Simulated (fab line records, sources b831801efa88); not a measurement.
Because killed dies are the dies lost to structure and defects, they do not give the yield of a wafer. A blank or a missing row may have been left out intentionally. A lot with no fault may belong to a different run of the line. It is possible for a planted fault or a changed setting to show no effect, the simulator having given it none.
Chamber matching | flow sky130 | rie-diel-03 running SKY_CONTACT_ETCH_17: 4 sister chambers
The step etches SiO2 in C4F8/O2/Ar, stops on Si3N4, target depth 340 nm. 4 wafers are shown with their chamber, then 11 later ones without.

== WAFERS, EACH WITH ITS CHAMBER ==
wafer  | chamber | oes-product-au (a.u.)
L090.6 | 2       | 0.901
L093.4 | 3       | 0.899
L093.5 | 0       | 0.895
L094.1 | 1       | 0.894

== WAFERS WITHOUT THEIR CHAMBER ==
wafer  | oes-product-au (a.u.)
L094.2 | 0.887
L094.3 | 0.891
L094.4 | 0.890
L094.5 | 0.885
L094.6 | 0.890
L097.1 | 0.896
L097.2 | 0.898
L097.3 | 0.890
L097.4 | 0.892
L097.5 | 0.889
L097.6 | 0.888

== WHICH CHAMBER EACH ONE RAN IN ==
wafer  | from the rows above               | in truth
L094.2 | can't be placed: 1 or 0 or 3 or 2 | 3
L094.3 | can't be placed: 1 or 0 or 3 or 2 | 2
L094.4 | can't be placed: 1 or 0 or 3 or 2 | 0
L094.5 | can't be placed: 1 or 0 or 3 or 2 | 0
L094.6 | can't be placed: 1 or 0 or 3 or 2 | 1
L097.1 | can't be placed: 0 or 1 or 3 or 2 | 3
L097.2 | can't be placed: 3 or 0 or 2 or 1 | 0
L097.3 | can't be placed: 1 or 0 or 3 or 2 | 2
L097.4 | can't be placed: 1 or 0 or 3 or 2 | 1
L097.5 | can't be placed: 1 or 0 or 3 or 2 | 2
L097.6 | can't be placed: 1 or 0 or 3 or 2 | 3
0 of 11 placed correctly. Cannot be placed on the basis of these rows: 11; the candidates contain the true chamber in 11. Placed wrongly: 0.
How it was worked out, from the rows above alone: a wafer's distance from a chamber is the root of the sum, over the readings, of the square of ((its reading less the chamber's mean) divided by the reading's scatter). If the next closest chamber is less than 2 further off than the closest, the wafer can't be placed; otherwise it belongs to the closest. For every chamber, the mean is computed from those of its wafers that are shown. The scatter: with one shown wafer a chamber, the root of the mean of the squares of how far each hidden wafer lies from its nearest shown one.
